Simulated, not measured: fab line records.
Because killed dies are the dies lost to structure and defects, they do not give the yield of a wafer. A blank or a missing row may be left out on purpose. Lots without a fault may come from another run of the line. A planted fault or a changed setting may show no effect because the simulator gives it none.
Matching of chambers ; flow gf180mcu ; 4 sister chambers for GF_V3_CMP_26 on cmp-01
The step polishes, stops on SiO2, t overpolish 15 s, target thk 0 nm. 7 wafers are shown with their chamber, then 9 later ones without.

## WAFERS, EACH WITH ITS CHAMBER
wafer;chamber;motor-current-A (A);overpolish-run-s (s)
L320.6;2;12.6;14.996
L325.5;1;9.3;14.984
L328.2;3;13.3;15.008
L328.4;1;9.3;15.006
L334.2;2;11.9;14.994
L334.3;0;10.1;15.020
L334.6;0;10.4;15.018

## WAFERS MISSING THEIR CHAMBER
wafer;motor-current-A (A);overpolish-run-s (s)
L336.1;9.9;15.001
L336.4;9.4;15.002
L336.5;9.9;15.003
L338.1;10.5;15.012
L338.5;9.6;15.007
L338.6;13.2;14.985
L337.1;9.7;14.986
L337.2;12.4;15.005
L337.6;12.8;15.014

## EACH ONE'S CHAMBER
wafer;from the rows above;in truth
L336.1;can't be placed: 1 or 0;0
L336.4;1;1
L336.5;can't be placed: 0 or 1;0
L338.1;0;0
L338.5;can't be placed: 1 or 0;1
L338.6;can't be placed: 3 or 2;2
L337.1;1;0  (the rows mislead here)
L337.2;can't be placed: 2 or 3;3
L337.6;can't be placed: 3 or 2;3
Correct placement for 2 of the 9. Not placeable from these rows: 6 (in 6, the candidates include the true chamber). Placed wrongly: 1.
How it was worked out, from the rows above alone: a wafer's distance from a chamber is the root of the sum, over the readings, of the square of ((its reading less the chamber's mean) divided by the reading's scatter). If the next closest chamber is less than 2 further off than the closest, the wafer can't be placed; otherwise it belongs to the closest. For every chamber, the mean is computed from those of its wafers that are shown. The scatter: the root of (the sum of the squares of (reading less its chamber's mean) over the shown wafers, divided by (wafers less chambers)).
